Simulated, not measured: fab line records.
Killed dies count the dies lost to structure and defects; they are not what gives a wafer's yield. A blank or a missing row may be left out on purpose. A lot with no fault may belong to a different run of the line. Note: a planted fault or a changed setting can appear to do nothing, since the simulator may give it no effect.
fab line records ; flow sky130
record: lots: 13; wafers: 39; lastDay: 50
route steps=708 shown VT_ADJUST_PCH@153 SONOS_ONO@169 RES_PROTECT@210 PAD_OPEN@708
lots untouched by any fault: they come from a run of this same line in which no faults occurred
startH: the number of hours between the record's first day and the start of the first shown wafer of the lot ; waitH: time in hours since the lot's previous step ; " same as the row above ; L1.1+2: several wafers, shown together as one row ; - value missing, or start not given ; * or withheld: withheld ; < > ~ a bound
route shown NAME@n: NAME is a module with steps in the file, n the number in the route of the first one ; usual: mean/standard deviation of fault-free wafers ; same: alike in all rows ; chamber/n: place in a boat ; sites: readings site by site ; _std_site: standard deviation of those values ; _edge_site: the outer-site mean with the inner-site mean subtracted ; radiusMm: how far each site lies from the wafer's centre ; mask NAME#n: copy n ; behind: the last tool/chamber to shape the wafer ; hold: cause of the lot's hold/its duration in hours/its outcome ; device: the n, p or np transistor that did not switch ; end of line: tests run on the same wafers once the route is complete ; for a step that has no rows: nothing shown but its recipe ; killed: dies lost to structure and defects at the first sort, not the wafer's yield ; map: shows each die of a wafer: x if killed, . if not, _ if none is there
set.NAME: the setting as run; set.NAME@STEP: as run at that earlier step ; model.NAME: the simulator's own value behind a step, which no gauge read
the route's steps for a sample of lots (tables are steps, rows are wafers)
services: from which hour (startH, from the record's first day; less than 0 if before it) a tool's chamber was out of use, for how many hours, and why
== steps ==
step: SKY_VT_ADJUST_PCH_TW_MEAS_10
usual: VT_ADJUST_PCH_TW: 142.9/0.65
lot.wafer;tool;chamber;startH;waitH;VT_ADJUST_PCH_TW
L990.1;filmMetro-02;-;246.50;0.1;143.4
L990.2;filmMetro-02;-;246.50;0.1;142.5
L990.4;filmMetro-02;-;246.50;0.1;143.4
L991.2;filmMetro-03;-;255.61;0.1;143.1
L991.3;filmMetro-03;-;255.61;0.1;142.2
L991.5;filmMetro-03;-;255.61;0.1;143.3
L992.1;filmMetro-04;-;256.95;0.1;143.5
L992.5;filmMetro-04;-;256.95;0.1;143.6
L992.6;filmMetro-04;-;256.95;0.1;143.5
L993.1;filmMetro-02;-;265.20;0.1;140.9
L993.3;filmMetro-02;-;265.20;0.1;141.5
L993.5;filmMetro-02;-;265.20;0.1;141.6
L996.1;filmMetro-03;-;292.60;0.1;142.6
L996.5;filmMetro-03;-;292.60;0.1;142.4
L996.6;filmMetro-03;-;292.60;0.1;142.8
L997.2;filmMetro-02;-;297.77;0.1;143.5
L997.3;filmMetro-02;-;297.77;0.1;143.2
L997.6;filmMetro-02;-;297.77;0.1;143.3
L999.2;filmMetro-03;-;318.02;0.1;143.8
L999.3;filmMetro-03;-;318.02;0.1;142.9
L999.5;filmMetro-03;-;318.02;0.1;142.9
L104.1;filmMetro-04;-;351.20;0.1;143.9
L104.2;filmMetro-04;-;351.20;0.1;144.0
L104.5;filmMetro-04;-;351.20;0.1;144.0
L106.2;filmMetro-04;-;373.56;0.1;141.6
L106.5;filmMetro-04;-;373.56;0.1;141.6
L106.6;filmMetro-04;-;373.56;0.1;141.6
L107.1;filmMetro-02;-;380.35;0.1;143.0
L107.2;filmMetro-02;-;380.35;0.1;142.3
L107.4;filmMetro-02;-;380.35;0.1;142.8
L108.3;filmMetro-03;-;387.37;0.1;142.8
L108.5;filmMetro-03;-;387.37;0.1;143.0
L108.6;filmMetro-03;-;387.37;0.1;142.6
L109.3;filmMetro-04;-;401.28;0.1;142.5
L109.4;filmMetro-04;-;401.28;0.1;143.5
L109.5;filmMetro-04;-;401.28;0.1;143.0
L110.2;filmMetro-02;-;403.21;0.1;142.4
L110.3;filmMetro-02;-;403.21;0.1;142.8
L110.4;filmMetro-02;-;403.21;0.1;142.6
step: SKY_SONOS_ONO_THK_MEAS_01
recipe: reads: SiO2_of_SONOS_ONO_OXIDATION_00
usual: SONOS_ONO_OXIDATION_THK: 2.58/0.061
lot.wafer;tool;chamber;startH;waitH;SONOS_ONO_OXIDATION_THK[nm]
L990.1;filmMetro-03;-;274.10;0.0;2.65
L990.2;filmMetro-03;-;274.10;0.0;2.58
L990.4;filmMetro-03;-;274.10;0.0;2.56
L991.2;filmMetro-03;-;281.74;0.0;2.70
L991.3;filmMetro-03;-;281.74;0.0;2.58
L991.5;filmMetro-03;-;281.74;0.0;2.62
L992.1;filmMetro-01;-;283.07;0.0;2.49
L992.5;filmMetro-01;-;283.07;0.0;2.54
L992.6;filmMetro-01;-;283.07;0.0;2.49
L993.1;filmMetro-02;-;292.94;0.0;2.59
L993.3;filmMetro-02;-;292.94;0.0;2.67
L993.5;filmMetro-02;-;292.94;0.0;2.59
L996.1;filmMetro-02;-;320.15;0.0;2.50
L996.5;filmMetro-02;-;320.15;0.0;2.50
L996.6;filmMetro-02;-;320.15;0.0;2.37
L997.2;filmMetro-03;-;327.30;0.0;2.48
L997.3;filmMetro-03;-;327.30;0.0;2.57
L997.6;filmMetro-03;-;327.30;0.0;2.56
L999.2;filmMetro-02;-;347.77;0.0;2.52
L999.3;filmMetro-02;-;347.77;0.0;2.51
L999.5;filmMetro-02;-;347.77;0.0;2.54
L104.1;filmMetro-02;-;381.13;0.0;2.49
L104.2;filmMetro-02;-;381.13;0.0;2.58
L104.5;filmMetro-02;-;381.13;0.0;2.54
L106.2;filmMetro-01;-;404.82;0.0;2.50
L106.5;filmMetro-01;-;404.82;0.0;2.56
L106.6;filmMetro-01;-;404.82;0.0;2.54
L107.1;filmMetro-03;-;412.98;0.0;2.61
L107.2;filmMetro-03;-;412.98;0.0;2.58
L107.4;filmMetro-03;-;412.98;0.0;2.51
L108.3;filmMetro-01;-;421.33;0.0;2.53
L108.5;filmMetro-01;-;421.33;0.0;2.57
L108.6;filmMetro-01;-;421.33;0.0;2.55
L109.3;filmMetro-03;-;433.60;0.0;2.69
L109.4;filmMetro-03;-;433.60;0.0;2.54
L109.5;filmMetro-03;-;433.60;0.0;2.62
L110.2;filmMetro-02;-;435.25;0.0;2.58
L110.3;filmMetro-02;-;435.25;0.0;2.63
L110.4;filmMetro-02;-;435.25;0.0;2.61
step: SKY_RES_PROTECT_EXPOSE_04
recipe: maskId: RPM; na: 0.6; sourceShape: conventional; sigmaOuter: 0.6; polarization: unpolarized; targetCdNm: 1270; doseMj: 131
lot.wafer;tool;chamber;startH;waitH;mask
L990.1+2+4;ilineStepper-02;0;350.82;-;RPM#0
L991.2+3+5;ilineStepper-02;0;358.69;-;RPM#0
L992.1+5+6;ilineStepper-01;0;361.40;-;RPM#0
L993.1+3+5;ilineStepper-01;0;370.91;-;RPM#0
L996.1+5+6;ilineStepper-02;0;400.19;-;RPM#0
L997.2+3+6;ilineStepper-02;0;406.38;-;RPM#0
L999.2+3+5;ilineStepper-01;0;431.09;-;NTM#0
L104.1+2+5;ilineStepper-02;0;468.08;-;RPM#0
L106.2+5+6;ilineStepper-01;0;489.34;-;RPM#0
L107.1+2+4;ilineStepper-01;0;500.86;-;RPM#0
L108.3+5+6;ilineStepper-01;0;507.00;-;RPM#0
L109.3+4+5;ilineStepper-02;0;518.08;-;RPM#0
L110.2+3+4;ilineStepper-01;0;521.81;-;RPM#0
step: SKY_RES_PROTECT_STRIP_07
recipe: chemistry: O2/N2; powerW: 1400; pressureMtorr: 1500; platenTempC: withheld; o2FlowSccm: 3000; n2FlowSccm: 300; overashFraction: 0.5
usual: drypumpMotorCurrentA: 5.8/0.51; o2FlowSccm: 2999/8.3; oesProductAu: 0.518/0.0045; stripTimeToEndpointS: 23.27/0.053
lot.wafer;tool;chamber;startH;waitH;drypumpMotorCurrentA;o2FlowSccm;oesProductAu;rfHoursCounterH;stripTimeToEndpointS
L990.1;plasmaAsher-03;0;363.91;0.1;6.2;3003;0.516;68;23.36
L990.2;plasmaAsher-03;1;363.91;0.1;6.2;3003;0.519;68;23.34
L990.4;plasmaAsher-03;0;363.91;0.1;6.2;3016;0.518;-;23.33
L991.2;plasmaAsher-01;1;373.06;0.1;4.9;2993;0.517;25;23.31
L991.3;plasmaAsher-01;1;373.06;0.1;4.9;3007;0.520;-;23.30
L991.5;plasmaAsher-01;1;373.06;0.1;4.9;3007;0.516;-;23.25
L992.1;plasmaAsher-01;1;375.16;0.1;4.9;2993;0.520;26;23.31
L992.5;plasmaAsher-01;1;375.16;0.1;4.9;2988;0.529;-;23.32
L992.6;plasmaAsher-01;0;375.16;0.1;5.8;2996;0.519;-;23.28
L993.1;plasmaAsher-04;0;385.61;0.1;5.8;3004;0.514;59;23.29
L993.3;plasmaAsher-04;0;385.61;0.1;5.7;3003;0.524;-;23.27
L993.5;plasmaAsher-04;0;385.61;0.1;5.8;3009;0.524;-;23.27
L996.1;plasmaAsher-03;1;415.76;0.1;6.2;3000;0.513;74;23.34
L996.5;plasmaAsher-03;1;415.76;0.1;6.2;3007;0.519;-;23.31
L996.6;plasmaAsher-03;0;415.76;0.1;6.2;3008;0.515;-;23.28
L997.2;plasmaAsher-01;1;421.61;0.1;4.9;3009;0.509;30;23.28
L997.3;plasmaAsher-01;1;421.61;0.1;4.9;3003;0.515;-;23.32
L997.6;plasmaAsher-01;1;421.61;0.1;4.9;3006;0.523;-;23.29
L999.2;plasmaAsher-01;1;446.62;0.1;4.9;2992;0.510;34;23.21
L999.3;plasmaAsher-01;1;446.62;0.1;4.9;2997;0.516;-;23.23
L999.5;plasmaAsher-01;0;446.62;0.1;5.8;2999;0.513;-;23.26
L104.1;plasmaAsher-03;1;483.51;0.1;6.2;3010;0.519;83;23.27
L104.2;plasmaAsher-03;0;483.51;0.1;6.2;3001;0.516;83;23.32
L104.5;plasmaAsher-03;0;483.51;0.1;6.2;3005;0.518;-;23.32
L106.2;plasmaAsher-04;0;504.02;0.1;5.8;3000;0.517;64;23.22
L106.5;plasmaAsher-04;0;504.02;0.1;5.8;3004;0.516;-;23.25
L106.6;plasmaAsher-04;1;504.02;0.1;6.4;3005;0.528;-;23.29
L107.1;plasmaAsher-04;0;515.92;0.1;5.7;2999;0.514;66;23.30
L107.2;plasmaAsher-04;1;515.92;0.1;6.3;2997;0.522;66;23.30
L107.4;plasmaAsher-04;1;515.92;0.1;6.4;3008;0.525;-;23.31
L108.3;plasmaAsher-03;1;521.84;0.1;6.2;2993;0.514;-;23.21
L108.5;plasmaAsher-03;1;521.84;0.1;6.2;3006;0.517;-;23.21
L108.6;plasmaAsher-03;0;521.84;0.1;6.2;3012;0.520;-;23.24
L109.3;plasmaAsher-04;0;532.90;0.1;5.7;3005;0.514;-;23.22
L109.4;plasmaAsher-04;1;532.90;0.1;6.4;3002;0.513;-;23.23
L109.5;plasmaAsher-04;0;532.90;0.1;5.8;3011;0.512;-;23.26
L110.2;plasmaAsher-04;1;535.96;0.1;6.4;3004;0.524;68;23.21
L110.3;plasmaAsher-04;1;535.96;0.1;6.3;3008;0.507;-;23.27
L110.4;plasmaAsher-04;0;535.96;0.1;5.7;2995;0.518;-;23.16
step: SKY_RES_PROTECT_TW_MEAS_08
usual: POLY_GATE_TW: 4050/20
lot.wafer;tool;chamber;startH;waitH;POLY_GATE_TW
L990.1;filmMetro-04;-;364.04;0.1;4047
L990.2;filmMetro-04;-;364.04;0.1;4054
L990.4;filmMetro-04;-;364.04;0.1;4023
L991.2;filmMetro-01;-;373.17;0.1;4041
L991.3;filmMetro-01;-;373.17;0.1;4079
L991.5;filmMetro-01;-;373.17;0.1;4059
L992.1;filmMetro-01;-;375.26;0.1;4055
L992.5;filmMetro-01;-;375.26;0.1;4042
L992.6;filmMetro-01;-;375.26;0.1;4057
L993.1;filmMetro-02;-;385.71;0.1;4029
L993.3;filmMetro-02;-;385.71;0.1;4018
L993.5;filmMetro-02;-;385.71;0.1;4004
L996.1;filmMetro-01;-;415.86;0.1;4066
L996.5;filmMetro-01;-;415.86;0.1;4068
L996.6;filmMetro-01;-;415.86;0.1;4078
L997.2;filmMetro-04;-;421.72;0.1;4059
L997.3;filmMetro-04;-;421.72;0.1;4045
L997.6;filmMetro-04;-;421.72;0.1;4050
L999.2;filmMetro-01;-;446.73;0.1;30
L999.3;filmMetro-01;-;446.73;0.1;30
L999.5;filmMetro-01;-;446.73;0.1;30
L104.1;filmMetro-04;-;483.61;0.1;4080
L104.2;filmMetro-04;-;483.61;0.1;4089
L104.5;filmMetro-04;-;483.61;0.1;4082
L106.2;filmMetro-02;-;504.13;0.1;4054
L106.5;filmMetro-02;-;504.13;0.1;4075
L106.6;filmMetro-02;-;504.13;0.1;4088
L107.1;filmMetro-02;-;516.02;0.1;4070
L107.2;filmMetro-02;-;516.02;0.1;4089
L107.4;filmMetro-02;-;516.02;0.1;4087
L108.3;filmMetro-01;-;521.93;0.1;4073
L108.5;filmMetro-01;-;521.93;0.1;4079
L108.6;filmMetro-01;-;521.93;0.1;4047
L109.3;filmMetro-04;-;532.99;0.1;4054
L109.4;filmMetro-04;-;532.99;0.1;4068
L109.5;filmMetro-04;-;532.99;0.1;4042
L110.2;filmMetro-04;-;536.07;0.1;4054
L110.3;filmMetro-04;-;536.07;0.1;4051
L110.4;filmMetro-04;-;536.07;0.1;4066
step: SKY_PAD_OPEN_PROBE_99
usual: killed_at_M0_to_M3: 43/7; killed_at_M4_up: 3.0/1.9; killedAtContacts: 24/4.6; killedAtFrontEnd: 15/4.1; killedAtOther: 0.3/0.52; killedDies: 84/9.7; killedOpen: 46/6.9; killedShort: 38/6.8
same: grossDies: 492; killedAtBackSide: 0
lot.wafer;tool;chamber;startH;waitH;killed_at_M0_to_M3;killed_at_M4_up;killedAtContacts;killedAtFrontEnd;killedAtOther;killedDies;killedOpen;killedShort
L997.2;prober-01;-;1133.83;0.1;45;4;37;15;1;102;57;44
L997.3;prober-01;-;1133.88;0.2;48;5;20;18;0;91;53;37
L997.6;prober-01;-;1134.03;0.2;32;4;24;13;0;73;42;31
L106.2;prober-01;-;1178.76;0.1;34;1;28;18;0;81;39;42
L106.5;prober-01;-;1178.91;0.2;42;5;26;16;0;89;39;46
L106.6;prober-01;-;1178.96;0.2;37;2;21;15;1;76;38;35
L110.2;prober-01;-;1197.13;0.1;51;3;29;15;0;98;57;41
L110.3;prober-01;-;1197.18;0.2;35;1;17;10;0;63;25;38
L110.4;prober-01;-;1197.23;0.2;48;4;14;13;0;79;36;43
killed by level:class
L997.2 VIA2:geometricParticle:open=14 CONTACT:geometricParticle:open=12 LOCAL_INTERCONNECT:geometricParticle:short=7 LI_CONTACT:geometricParticle:open=7 CONTACT:geometricParticle:short=7 FIELD_ISO:geometricParticle:open=6 METAL1:geometricParticle:short=6 VIA1:geometricParticle:open=6
L997.3 METAL2:geometricParticle:short=10 VIA2:geometricParticle:open=10 CONTACT:geometricParticle:open=9 LI_CONTACT:geometricParticle:open=7 VIA1:geometricParticle:open=6 VIA3:geometricParticle:open=6 POLY_GATE:geometricParticle:open=5 POLY_GATE:geometricParticle:short=4
L997.6 CONTACT:geometricParticle:open=10 VIA1:geometricParticle:open=7 LI_CONTACT:geometricParticle:short=6 LI_CONTACT:geometricParticle:open=5 VIA2:geometricParticle:open=5 METAL2:geometricParticle:short=5 VIA3:geometricParticle:open=4 VIA1:geometricParticle:short=4
L106.2 CONTACT:geometricParticle:open=10 VIA1:geometricParticle:open=9 VIA2:geometricParticle:short=8 POLY_GATE:geometricParticle:short=7 CONTACT:geometricParticle:short=7 LI_CONTACT:geometricParticle:open=6 VIA1:geometricParticle:short=5 VIA2:geometricParticle:open=5
L106.5 CONTACT:geometricParticle:open=12 VIA1:geometricParticle:open=7 VIA2:geometricParticle:short=7 FIELD_ISO:geometricParticle:short=6 METAL2:geometricParticle:short=6 VIA1:geometricParticle:short=5 VIA2:geometricParticle:open=5 LOCAL_INTERCONNECT:geometricParticle:short=4
L106.6 VIA3:geometricParticle:open=7 VIA1:geometricParticle:open=6 LOCAL_INTERCONNECT:geometricParticle:short=6 CONTACT:geometricParticle:open=5 VIA1:geometricParticle:short=5 POLY_GATE:geometricParticle:open=4 LI_CONTACT:geometricParticle:open=4 CONTACT:geometricParticle:short=4
L110.2 LI_CONTACT:geometricParticle:open=13 VIA1:geometricParticle:open=12 CONTACT:geometricParticle:open=9 VIA2:geometricParticle:open=8 VIA1:geometricParticle:short=6 FIELD_ISO:geometricParticle:short=5 VIA3:geometricParticle:open=5 METAL1:geometricParticle:short=4
L110.3 METAL1:geometricParticle:short=10 VIA1:geometricParticle:open=7 METAL2:geometricParticle:short=6 FIELD_ISO:geometricParticle:short=5 LI_CONTACT:geometricParticle:open=5 CONTACT:geometricParticle:short=5 CONTACT:geometricParticle:open=4 METAL3:geometricParticle:short=3
L110.4 VIA1:geometricParticle:open=11 METAL2:geometricParticle:short=8 METAL1:geometricParticle:short=7 VIA2:geometricParticle:open=7 FIELD_ISO:geometricParticle:open=5 LOCAL_INTERCONNECT:geometricParticle:short=4 CONTACT:geometricParticle:short=4 VIA2:geometricParticle:short=4
== services ==
tool;chamber;startH;hours;kind
plasmaAsher-01;-;336.10;2.2;repair
plasmaAsher-03;-;347.84;1.4;repair
ilineStepper-01;-;351.91;1.5;repair
ilineStepper-01;-;366.17;2.6;repair
ilineStepper-01;0;376.98;-;calibration
ilineStepper-02;-;398.29;1.7;pm
plasmaAsher-04;-;405.11;67.0;repair
ilineStepper-02;0;415.04;-;calibration
ilineStepper-01;-;432.33;1.7;pm
plasmaAsher-04;-;461.91;2.1;repair
plasmaAsher-03;-;527.00;1.8;repair
== key ==
firstSign: step: SKY_RES_PROTECT_EXPOSE_04; reading: mask; direction: changed
effect: step: SKY_RES_PROTECT_TW_MEAS_08; reading: POLY_GATE_TW; direction: down; sigmas: 99+; usual: 4050; struck: 30
metAt SKY_RES_PROTECT_EXPOSE_04
struckLots L999
testerLeftOut L999
notActingAt SKY_VT_ADJUST_PCH_TW_MEAS_10,SKY_SONOS_ONO_THK_MEAS_01,SKY_RES_PROTECT_STRIP_07
onsetBetween 370.91 431.09
fault: kind: wrongMask; tool: any; chamber: -; onsetH: 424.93; steps: SKY_RES_PROTECT_EXPOSE_04; auxCopy: NTM#0; scope: struckLotsOnly
testerLeftOut: of these lots the tester's yield and bins aren't shown, on N5 and GAA mostly nor the transistor test; their killed dies are dies lost to structure and defects alone, not to doping, threshold or leakage, so they don't give the yield
